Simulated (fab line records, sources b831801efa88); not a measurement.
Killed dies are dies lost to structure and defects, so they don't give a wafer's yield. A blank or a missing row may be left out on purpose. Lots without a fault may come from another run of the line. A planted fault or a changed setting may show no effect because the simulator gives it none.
Problem report in the 8D (eight disciplines) form, filled by code | flow sky130 | the parts of the form that need people (team, actions taken, sign-off) are left out

1. THE PROBLEM
beam_energy_keV at SKY_LDD_LDN_IMPLANT_11 reads a mean of 14.329 on 6 wafers of 2 lots; wafers without a fault read 15.000 with a standard deviation of 0.0042. That is -99 or more standard deviations from the usual mean.
First seen on wafer L832.3, day 31 11:32, on implanter-03. The record holds 18 wafers of 6 lots with a number at this step. Rule for "out", or "out of limits": more than 4 standard deviations from the usual mean. The other wafers with a number count as sound.

2. WHAT IT IS AND WHAT IT IS NOT
question                    | is                     | is not
which readings at this step | beam_energy_keV        | -
which lots                  | L831, L832             | L810, L812, L814, L833
which wafers of those lots  | all that have a number | -
read on which tools         | implanter-03           | implanter-02, implanter-04
when                        | from day 31 11:32      | up to then (12 sound wafers)

3. SUSPECTS, AND WHAT RULES EACH OUT
Counting: a tool at a process step up to the reading stays a suspect if it ran every lot that is out and no sound lot after the first of them.
- implanter-03 at SKY_LDD_LDN_IMPLANT_11: kept. It ran every lot that is out, first L832 (day 31 11:32), and no sound lot after that; its last sound lot up to then is L814 (day 24 06:59). Its own readings are out on those wafers: beam_energy_keV.
Left after counting: implanter-03 at SKY_LDD_LDN_IMPLANT_11.

4. THE CAUSE (what the simulator had put in)
Process parameter drift: implanter-03, from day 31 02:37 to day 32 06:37, at SKY_LDD_LDN_IMPLANT_11. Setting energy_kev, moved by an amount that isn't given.
Counting left only this tool.

5. THE CHAIN OF EFFECTS, in route order
Each row: a reading whose mean over the struck wafers that have a number lies more than 3 standard deviations from the usual. Only readings for which the record gives a usual standard deviation are gone through. hours: the time from each lot's start at the first step in this table that gives one to its start at this step, as a median over the lots. sigmas: the change in usual standard deviations.
hours | step                   | reading         | usual  | on struck wafers | change | sigmas
0     | SKY_LDD_LDN_IMPLANT_11 | beam_energy_keV | 15.000 | 14.329           | -0.671 | -99 or more
The process steps in it:
- SKY_LDD_LDN_IMPLANT_11

6. WHAT WOULD HAVE CAUGHT IT SOONER
In this record the first reading out of limits was taken at day 31 11:32, 9 hours after the fault began at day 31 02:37.
